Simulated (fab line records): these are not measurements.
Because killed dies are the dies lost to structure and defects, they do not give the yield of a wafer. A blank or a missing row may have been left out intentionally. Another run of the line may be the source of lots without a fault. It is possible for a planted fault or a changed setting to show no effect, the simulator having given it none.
Which of the tools did it?    flow gf180mcu    Sampling: 6 lots, 17 wafers, 4 of 602 route steps

WHAT THE GAUGES SHOWED, per wafer
GF_M4_OVL_MEAS_15.
lot   measured      on          M4_OVL (nm)
L832  day 25 03:22  overlay-02  1 -4 2
L834  day 25 09:24  overlay-01  3 -1 3
L839  day 26 22:10  overlay-01  -3 -2 -5
L840  day 27 06:12  overlay-02  11 -4 -1
L849  day 29 20:47  overlay-01  3 -5 -2
L851  day 29 23:53  overlay-01  4 -4

TOOL THAT RAN EACH LOT (tool first, then ch and the chambers of the sampled wafers, then the start)
lot   GF_V2_SPUTTER_21              GF_V3_ETCH_17                                  GF_V3_CMP_26
L832  pvd sputter-02, day 22 04:20  rie diel-04 ch 0,2,3, day 24 04:50 or earlier  cmp-02 ch 1,2,3, day 24 04:50
L834  pvd sputter-03, day 22 10:12  rie diel-03 ch 0,1,2, day 24 10:59 or earlier  cmp-02 ch 0,2,3, day 24 10:59
L839  pvd sputter-01, day 24 03:03  rie diel-04 ch 0,1, day 26 01:17 or earlier    cmp-01 ch 0,1,3, day 26 01:17
L840  pvd sputter-01, day 24 12:23  rie diel-02 ch 0,2, day 26 10:07 or earlier    cmp-02 ch 1,3, day 26 10:07
L849  pvd sputter-03, day 27 05:51  rie diel-02 ch 1,2, day 29 00:23 or earlier    cmp-02 ch 2,3, day 29 00:23
L851  pvd sputter-01, day 27 09:31  rie diel-02 ch 0,3, day 29 04:19 or earlier    cmp-01 ch 0,3, day 29 04:19
- GF_V2_SPUTTER_21: material Ti, target thk 15 nm, time 80.02 s.
- GF_V3_ETCH_17: etches SiO2 in C4F8/O2/Ar, stops on TiN, target depth 635 nm.
- GF_V3_CMP_26: polishes, stops on SiO2, t overpolish 15 s, target thk 0 nm.

THE ANSWER, worked out from the rows above alone
Rule: the usual values come from the lots themselves. Put in order of their means at a reading, lots are off if they are a third of the lots or fewer, leave a main group of 4 or more, and stand apart from it by a gap of 3 or more times the standard deviation of the main group's means; of several such gaps the widest counts. A main group whose means are all the same, to the digits that the tables above print for the reading, isn't used. A lot without any number at a reading at which 4 lots or more have one is off too. Any other lot the step has rows for is counted as sound.
No lot is off on any of the readings shown, so nothing can be concluded from this.

WHAT THE SIMULATOR HAD INSERTED
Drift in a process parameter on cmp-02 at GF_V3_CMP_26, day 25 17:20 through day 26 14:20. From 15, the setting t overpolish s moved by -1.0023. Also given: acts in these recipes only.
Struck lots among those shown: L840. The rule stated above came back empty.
